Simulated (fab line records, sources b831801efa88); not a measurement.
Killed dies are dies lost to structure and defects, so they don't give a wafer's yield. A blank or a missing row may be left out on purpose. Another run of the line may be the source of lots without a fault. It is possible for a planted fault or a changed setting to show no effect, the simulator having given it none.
Which tool did it? || flow gf180mcu || 24 lots with 72 wafers sampled at 3 steps, on a route of 602 steps

WHAT THE GAUGES SHOWED, per wafer
GF_M3_CD_MEAS_14: target cd 280 nm.
{"lot": "L074", "measured": "day 21 08:33", "on": "cdSem-02", "cdNm (nm)": "280.4 280.6 278.9"}
{"lot": "L075", "measured": "day 21 15:37", "on": "cdSem-01", "cdNm (nm)": "280.1 280.8 280.4"}
{"lot": "L076", "measured": "day 22 03:51", "on": "cdSem-01", "cdNm (nm)": "281.1 280.1 281.9"}
{"lot": "L077", "measured": "day 22 14:05", "on": "cdSem-02", "cdNm (nm)": "278.4 279.5 278.4"}
{"lot": "L078", "measured": "day 22 21:47", "on": "cdSem-02", "cdNm (nm)": "279.4 279.2 280.3"}
{"lot": "L079", "measured": "day 23 07:49", "on": "cdSem-02", "cdNm (nm)": "279.5 281.0 280.3"}
{"lot": "L080", "measured": "day 23 16:09", "on": "cdSem-01", "cdNm (nm)": "281.4 281.3 282.0"}
{"lot": "L081", "measured": "day 23 20:54", "on": "cdSem-02", "cdNm (nm)": "281.6 281.0 280.2"}
{"lot": "L082", "measured": "day 24 08:46", "on": "cdSem-01", "cdNm (nm)": "280.8 280.4 281.6"}
{"lot": "L083", "measured": "day 24 11:26", "on": "cdSem-01", "cdNm (nm)": "278.4 278.6 280.3"}
{"lot": "L084", "measured": "day 25 00:55", "on": "cdSem-01", "cdNm (nm)": "281.2 279.6 280.1"}
{"lot": "L085", "measured": "day 25 02:53", "on": "cdSem-01", "cdNm (nm)": "281.7 280.9 281.5"}
{"lot": "L086", "measured": "day 25 23:13", "on": "cdSem-02", "cdNm (nm)": "280.6 279.2 279.3"}
{"lot": "L087", "measured": "day 26 00:37", "on": "cdSem-01", "cdNm (nm)": "280.9 279.5 280.6"}
{"lot": "L088", "measured": "day 26 05:22", "on": "cdSem-01", "cdNm (nm)": "279.6 280.6 279.2"}
{"lot": "L089", "measured": "day 26 20:21", "on": "cdSem-01", "cdNm (nm)": "280.8 279.4 279.7"}
{"lot": "L090", "measured": "day 26 22:04", "on": "cdSem-02", "cdNm (nm)": "278.8 280.3 279.4"}
{"lot": "L091", "measured": "day 27 05:00", "on": "cdSem-01", "cdNm (nm)": "279.4 279.1 279.0"}
{"lot": "L092", "measured": "day 27 14:32", "on": "cdSem-02", "cdNm (nm)": "279.2 278.3 279.0"}
{"lot": "L093", "measured": "day 28 01:22", "on": "cdSem-02", "cdNm (nm)": "280.4 279.7 279.6"}
{"lot": "L094", "measured": "day 28 03:15", "on": "cdSem-02", "cdNm (nm)": "278.6 279.1 280.2"}
{"lot": "L096", "measured": "day 28 16:26", "on": "cdSem-02", "cdNm (nm)": "278.9 278.3 279.0"}
{"lot": "L095", "measured": "day 28 18:25", "on": "cdSem-02", "cdNm (nm)": "279.8 280.0 280.9"}
{"lot": "L097", "measured": "day 28 19:07", "on": "cdSem-02", "cdNm (nm)": "277.3 277.7 276.6"}

GF_V3_RS_MEAS_24: a four-point-probe measurement.
{"lot": "L074", "measured": "day 22 10:09", "on": "filmMetro-02", "V3_W_RS (ohm/sq)": "0.326 0.329 0.328"}
{"lot": "L075", "measured": "day 22 16:40", "on": "filmMetro-03", "V3_W_RS (ohm/sq)": "0.327 0.315 0.323"}
{"lot": "L076", "measured": "day 23 04:56", "on": "filmMetro-01", "V3_W_RS (ohm/sq)": "0.329 0.329 0.328"}
{"lot": "L077", "measured": "day 23 16:08", "on": "filmMetro-01", "V3_W_RS (ohm/sq)": "0.330 0.328 0.329"}
{"lot": "L078", "measured": "day 23 23:14", "on": "filmMetro-02", "V3_W_RS (ohm/sq)": "0.332 0.327 0.333"}
{"lot": "L079", "measured": "day 24 08:34", "on": "filmMetro-01", "V3_W_RS (ohm/sq)": "0.320 0.328 0.332"}
{"lot": "L080", "measured": "day 24 16:53", "on": "filmMetro-01", "V3_W_RS (ohm/sq)": "0.331 0.327 0.332"}
{"lot": "L081", "measured": "day 24 20:56", "on": "filmMetro-01", "V3_W_RS (ohm/sq)": "0.325 0.318 0.315"}
{"lot": "L082", "measured": "day 25 09:39", "on": "filmMetro-03", "V3_W_RS (ohm/sq)": "0.331 0.334 0.332"}
{"lot": "L083", "measured": "day 25 10:54", "on": "filmMetro-01", "V3_W_RS (ohm/sq)": "0.331 0.327 0.327"}
{"lot": "L084", "measured": "day 26 00:14", "on": "filmMetro-03", "V3_W_RS (ohm/sq)": "0.321 0.329 0.315"}
{"lot": "L085", "measured": "day 26 02:36", "on": "filmMetro-03", "V3_W_RS (ohm/sq)": "0.340 0.333 0.331"}
{"lot": "L086", "measured": "day 26 21:49", "on": "filmMetro-02", "V3_W_RS (ohm/sq)": "0.325 0.326 0.332"}
{"lot": "L087", "measured": "day 26 23:24", "on": "filmMetro-01", "V3_W_RS (ohm/sq)": "0.316 0.321 0.328"}
{"lot": "L088", "measured": "day 27 04:10", "on": "filmMetro-03", "V3_W_RS (ohm/sq)": "0.327 0.325 0.330"}
{"lot": "L089", "measured": "day 27 18:20", "on": "filmMetro-01", "V3_W_RS (ohm/sq)": "0.319 0.320 0.319"}
{"lot": "L090", "measured": "day 27 20:58", "on": "filmMetro-01", "V3_W_RS (ohm/sq)": "0.327 0.323 0.328"}
{"lot": "L091", "measured": "day 28 03:28", "on": "filmMetro-03", "V3_W_RS (ohm/sq)": "0.328 0.328 0.323"}
{"lot": "L092", "measured": "day 28 12:44", "on": "filmMetro-02", "V3_W_RS (ohm/sq)": "0.332 0.334 0.332"}
{"lot": "L093", "measured": "day 28 22:27", "on": "filmMetro-01", "V3_W_RS (ohm/sq)": "0.329 0.334 0.334"}
{"lot": "L094", "measured": "day 29 00:46", "on": "filmMetro-03", "V3_W_RS (ohm/sq)": "0.330 0.334 0.329"}
{"lot": "L096", "measured": "day 29 14:17", "on": "filmMetro-03", "V3_W_RS (ohm/sq)": "0.330 0.319 0.321"}
{"lot": "L095", "measured": "day 29 16:01", "on": "filmMetro-03", "V3_W_RS (ohm/sq)": "0.331 0.316 0.327"}
{"lot": "L097", "measured": "day 29 17:01", "on": "filmMetro-03", "V3_W_RS (ohm/sq)": "0.332 0.334 0.329"}

GF_M4_OVL_MEAS_15.
{"lot": "L074", "measured": "day 23 09:27", "on": "overlay-01", "M4_OVL (nm)": "-3 -5 -6"}
{"lot": "L075", "measured": "day 23 16:12", "on": "overlay-01", "M4_OVL (nm)": "6 3 2"}
{"lot": "L076", "measured": "day 24 03:54", "on": "overlay-02", "M4_OVL (nm)": "-1 -5 4"}
{"lot": "L077", "measured": "day 24 15:07", "on": "overlay-02", "M4_OVL (nm)": "13 5 9"}
{"lot": "L078", "measured": "day 24 22:05", "on": "overlay-02", "M4_OVL (nm)": "-3 -5 1"}
{"lot": "L079", "measured": "day 25 07:11", "on": "overlay-01", "M4_OVL (nm)": "3 4 2"}
{"lot": "L080", "measured": "day 25 15:31", "on": "overlay-02", "M4_OVL (nm)": "5 -1 1"}
{"lot": "L081", "measured": "day 25 19:22", "on": "overlay-01", "M4_OVL (nm)": "3 -3 7"}
{"lot": "L082", "measured": "day 26 07:57", "on": "overlay-01", "M4_OVL (nm)": "-1 -1 -3"}
{"lot": "L083", "measured": "day 26 09:33", "on": "overlay-01", "M4_OVL (nm)": "5 3 2"}
{"lot": "L084", "measured": "day 26 21:12", "on": "overlay-02", "M4_OVL (nm)": "-3 -2 -2"}
{"lot": "L085", "measured": "day 27 00:11", "on": "overlay-02", "M4_OVL (nm)": "-4 -5 2"}
{"lot": "L086", "measured": "day 27 18:41", "on": "overlay-02", "M4_OVL (nm)": "7 -2 0"}
{"lot": "L087", "measured": "day 27 20:18", "on": "overlay-01", "M4_OVL (nm)": "-1 -3 -1"}
{"lot": "L088", "measured": "day 28 00:53", "on": "overlay-01", "M4_OVL (nm)": "-5 0 -4"}
{"lot": "L089", "measured": "day 28 14:38", "on": "overlay-01", "M4_OVL (nm)": "8 5 5"}
{"lot": "L090", "measured": "day 28 17:55", "on": "overlay-02", "M4_OVL (nm)": "6 8 0"}
{"lot": "L091", "measured": "day 28 23:29", "on": "overlay-02", "M4_OVL (nm)": "2 0 4"}
{"lot": "L092", "measured": "day 29 08:22", "on": "overlay-02", "M4_OVL (nm)": "-6 -1 -2"}
{"lot": "L093", "measured": "day 29 18:01", "on": "overlay-02", "M4_OVL (nm)": "6 6 6"}
{"lot": "L094", "measured": "day 29 20:46", "on": "overlay-02", "M4_OVL (nm)": "-10 -3 3"}
{"lot": "L096", "measured": "day 30 09:12", "on": "overlay-02", "M4_OVL (nm)": "1 1 3"}
{"lot": "L095", "measured": "day 30 10:52", "on": "overlay-02", "M4_OVL (nm)": "2 1 0"}
{"lot": "L097", "measured": "day 30 11:49", "on": "overlay-02", "M4_OVL (nm)": "1 5 5"}

TOOL THAT RAN EACH LOT (tool first, then ch and the chambers of the sampled wafers, then the start)
There is no process step in the record ahead of these readings.

WHAT THE TOOLS THEMSELVES READ (means of the sampled wafers that have a number; where no wafer has one, the mark that the record gives instead)
The record holds no such reading with a usual standard deviation.

THE ANSWER, worked out from the rows above alone
Rule: the usual values come from the lots themselves. Put in order of their means at a reading, lots are off if they are a third of the lots or fewer, leave a main group of 4 or more, and stand apart from it by a gap of 3 or more times the standard deviation of the main group's means; of several such gaps the widest counts. Not used: any main group whose means are identical at the precision the tables above print for the reading. Also off: a lot with no number at a reading for which 4 or more lots have one. Any other lot the step has rows for is counted as sound. Order of review: gauges by route order, followed by the tools' own readings, for which a lot's mean as printed above is used. At the first step where some lot is off, the reading lying furthest off is the one used; lots without a number count as furthest.
None of the lots is off at any reading shown; this tells nothing.

WHAT THE SIMULATOR HAD INSERTED
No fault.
